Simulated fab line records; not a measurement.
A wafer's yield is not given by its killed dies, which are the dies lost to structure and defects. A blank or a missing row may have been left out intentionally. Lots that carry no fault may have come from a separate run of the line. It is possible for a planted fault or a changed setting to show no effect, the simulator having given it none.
What tool caused it? / flow gf180mcu / 12 lots, 36 wafers sampled, at 5 steps of a route of 602

WHAT THE GAUGES SHOWED, per wafer
GF_V2_THK_MEAS_01.
lot=L706; measured=day 19 15:36; on=film metro-02; V2_CVD_00_THK (nm)=601 601 596
lot=L707; measured=day 20 02:25; on=film metro-02; V2_CVD_00_THK (nm)=602 601 606
lot=L713; measured=day 22 10:16; on=film metro-03; V2_CVD_00_THK (nm)=607 608 609
lot=L714; measured=day 22 13:38; on=film metro-03; V2_CVD_00_THK (nm)=599 606 606
lot=L715; measured=day 23 08:49; on=film metro-03; V2_CVD_00_THK (nm)=605 592 594
lot=L718; measured=day 24 05:59; on=film metro-01; V2_CVD_00_THK (nm)=601 606 605
lot=L719; measured=day 24 17:48; on=film metro-03; V2_CVD_00_THK (nm)=599 597 593
lot=L721; measured=day 25 06:39; on=film metro-02; V2_CVD_00_THK (nm)=602 592 604
lot=L722; measured=day 25 08:55; on=film metro-03; V2_CVD_00_THK (nm)=600 596 605
lot=L724; measured=day 25 22:16; on=film metro-01; V2_CVD_00_THK (nm)=597 597 593
lot=L726; measured=day 26 13:26; on=film metro-02; V2_CVD_00_THK (nm)=601 589 603
lot=L728; measured=day 27 04:25; on=film metro-01; V2_CVD_00_THK (nm)=603 596 598

GF_V2_OVL_MEAS_15.
lot=L706; measured=day 20 16:55; on=overlay-01; V2_OVL (nm)=-3 -7 -6
lot=L707; measured=day 21 03:55; on=overlay-02; V2_OVL (nm)=-5 2 4
lot=L713; measured=day 23 10:16; on=overlay-01; V2_OVL (nm)=0 5 2
lot=L714; measured=day 23 13:02; on=overlay-01; V2_OVL (nm)=4 1 5
lot=L715; measured=day 24 07:31; on=overlay-01; V2_OVL (nm)=11 9 10
lot=L718; measured=day 25 03:41; on=overlay-01; V2_OVL (nm)=0 -3 -5
lot=L719; measured=day 25 15:41; on=overlay-02; V2_OVL (nm)=-1 -5 -6
lot=L721; measured=day 26 04:34; on=overlay-02; V2_OVL (nm)=-2 3 -2
lot=L722; measured=day 26 06:52; on=overlay-01; V2_OVL (nm)=8 4 -1
lot=L724; measured=day 26 19:54; on=overlay-01; V2_OVL (nm)=2 4 5
lot=L726; measured=day 27 10:18; on=overlay-01; V2_OVL (nm)=-2 6 0
lot=L728; measured=day 28 01:23; on=overlay-01; V2_OVL (nm)=9 2 9

GF_V2_RS_MEAS_24: measurement is done with a four-point probe.
lot=L706; measured=day 20 17:55; on=film metro-03; V2_W_RS (ohm/sq)=0.335 0.333 0.335
lot=L707; measured=day 21 04:54; on=film metro-02; V2_W_RS (ohm/sq)=0.330 0.335 0.335
lot=L713; measured=day 23 11:10; on=film metro-01; V2_W_RS (ohm/sq)=43.536 44.071 43.723
lot=L714; measured=day 23 13:57; on=film metro-01; V2_W_RS (ohm/sq)=44.001 44.288 43.829
lot=L715; measured=day 24 08:53; on=film metro-02; V2_W_RS (ohm/sq)=44.013 44.089 44.046
lot=L718; measured=day 25 04:41; on=film metro-01; V2_W_RS (ohm/sq)=0.334 0.332 0.333
lot=L719; measured=day 25 16:38; on=film metro-02; V2_W_RS (ohm/sq)=0.332 0.332 0.334
lot=L721; measured=day 26 05:32; on=film metro-02; V2_W_RS (ohm/sq)=0.327 0.327 0.326
lot=L722; measured=day 26 07:52; on=film metro-03; V2_W_RS (ohm/sq)=0.333 0.333 0.331
lot=L724; measured=day 26 20:49; on=film metro-01; V2_W_RS (ohm/sq)=0.330 0.332 0.332
lot=L726; measured=day 27 11:13; on=film metro-01; V2_W_RS (ohm/sq)=0.326 0.325 0.323
lot=L728; measured=day 28 02:22; on=film metro-01; V2_W_RS (ohm/sq)=0.333 0.333 0.329

GF_V2_THK_MEAS_25: measures by xrf.
lot=L706; measured=day 20 18:01; on=film metro-03; V2_W_THK (nm)=339 343 340
lot=L707; measured=day 21 05:01; on=film metro-02; V2_W_THK (nm)=340 339 336
lot=L713; measured=day 23 11:17; on=film metro-01; V2_W_THK (nm)=- <0 -
lot=L714; measured=day 23 14:04; on=film metro-01; V2_W_THK (nm)=- <0 <0
lot=L715; measured=day 24 08:59; on=film metro-02; V2_W_THK (nm)=<0 <0 <0
lot=L718; measured=day 25 04:46; on=film metro-01; V2_W_THK (nm)=336 337 337
lot=L719; measured=day 25 16:45; on=film metro-02; V2_W_THK (nm)=341 341 339
lot=L721; measured=day 26 05:37; on=film metro-02; V2_W_THK (nm)=343 344 347
lot=L722; measured=day 26 07:57; on=film metro-03; V2_W_THK (nm)=340 340 345
lot=L724; measured=day 26 20:56; on=film metro-01; V2_W_THK (nm)=338 338 337
lot=L726; measured=day 27 11:20; on=film metro-01; V2_W_THK (nm)=343 343 344
lot=L728; measured=day 28 02:28; on=film metro-01; V2_W_THK (nm)=335 336 338

WHAT TOOL EACH LOT RAN ON (gives the tool, then ch and the chambers of the sampled wafers, and finally the start)
lot=L706; GF_V2_CVD_23=cvd w-02 ch 0,1, day 20 17:47
lot=L707; GF_V2_CVD_23=cvd w-02 ch 0,1, day 21 04:47
lot=L713; GF_V2_CVD_23=cvd w-01 ch 0,1, day 23 11:03
lot=L714; GF_V2_CVD_23=cvd w-02 ch 0,1, day 23 13:50
lot=L715; GF_V2_CVD_23=cvd w-01 ch 0,1, day 24 08:46
lot=L718; GF_V2_CVD_23=cvd w-01 ch 0,1, day 25 04:33
lot=L719; GF_V2_CVD_23=cvd w-01 ch 0,1, day 25 16:31
lot=L721; GF_V2_CVD_23=cvd w-02 ch 0,1, day 26 05:24
lot=L722; GF_V2_CVD_23=cvd w-01 ch 0,1, day 26 07:43
lot=L724; GF_V2_CVD_23=cvd w-01 ch 0,1, day 26 20:42
lot=L726; GF_V2_CVD_23=cvd w-01 ch 0,1, day 27 11:05
lot=L728; GF_V2_CVD_23=cvd w-01 ch 0,1, day 28 02:14
- GF_V2_CVD_23: deposits W, target thk 350 nm, time 104.94 s.

AS READ BY THE TOOLS THEMSELVES (means over the sampled wafers that have a number; for cases with no such wafer, the mark the record gives instead)
GF_V2_CVD_23.
lot=L706; tool=cvd w-02; chamber pressure Torr (Torr)=39.99; heater power outer w (W)=508; heater power w (W)=823
lot=L707; tool=cvd w-02; chamber pressure Torr (Torr)=39.95; heater power outer w (W)=506; heater power w (W)=821
lot=L713; tool=cvd w-01; chamber pressure Torr (Torr)=-; heater power outer w (W)=-; heater power w (W)=-
lot=L714; tool=cvd w-02; chamber pressure Torr (Torr)=-; heater power outer w (W)=-; heater power w (W)=-
lot=L715; tool=cvd w-01; chamber pressure Torr (Torr)=-; heater power outer w (W)=-; heater power w (W)=-
lot=L718; tool=cvd w-01; chamber pressure Torr (Torr)=40.00; heater power outer w (W)=622; heater power w (W)=943
lot=L719; tool=cvd w-01; chamber pressure Torr (Torr)=40.06; heater power outer w (W)=542; heater power w (W)=838
lot=L721; tool=cvd w-02; chamber pressure Torr (Torr)=40.06; heater power outer w (W)=512; heater power w (W)=828
lot=L722; tool=cvd w-01; chamber pressure Torr (Torr)=39.96; heater power outer w (W)=547; heater power w (W)=841
lot=L724; tool=cvd w-01; chamber pressure Torr (Torr)=39.94; heater power outer w (W)=550; heater power w (W)=850
lot=L726; tool=cvd w-01; chamber pressure Torr (Torr)=39.92; heater power outer w (W)=626; heater power w (W)=935
lot=L728; tool=cvd w-01; chamber pressure Torr (Torr)=40.01; heater power outer w (W)=637; heater power w (W)=950

THE ANSWER, worked out from the rows above alone
Rule: the usual values come from the lots themselves. The widest of any qualifying gaps counts: lots, ordered by their means at a reading, are off when they make up no more than a third of the lots, leave a main group of 4 or more, and stand apart from it by 3 or more times the standard deviation of that group's means. The tables above print the reading to a certain number of digits; a main group whose means all agree to those digits is not used. Also off: a lot with no number at a reading for which 4 or more lots have one. Where the step has rows for the other lots, those lots are counted as sound. After the gauges, taken in route order, come the tools' own readings; for these a lot's mean is taken, as printed above. At the first step where some lot is off, the reading lying furthest off is the one used; lots without a number count as furthest.
Off: at GF_V2_RS_MEAS_24 (V2_W_RS), L713, L714, L715. The main group: mean 0.331 ohm/sq, standard deviation 0.0031.
A tool fits if, at a process step before that reading, it ran every lot that is off, and no sound lot after the first of them. Not tried: the gauges at GF_V2_RS_MEAS_24; whatever is off there is also off at GF_V2_CVD_23, on other tools, and gauge error can't account for it. Not one of the candidates tried fits.

WHAT THE SIMULATOR HAD PUT IN
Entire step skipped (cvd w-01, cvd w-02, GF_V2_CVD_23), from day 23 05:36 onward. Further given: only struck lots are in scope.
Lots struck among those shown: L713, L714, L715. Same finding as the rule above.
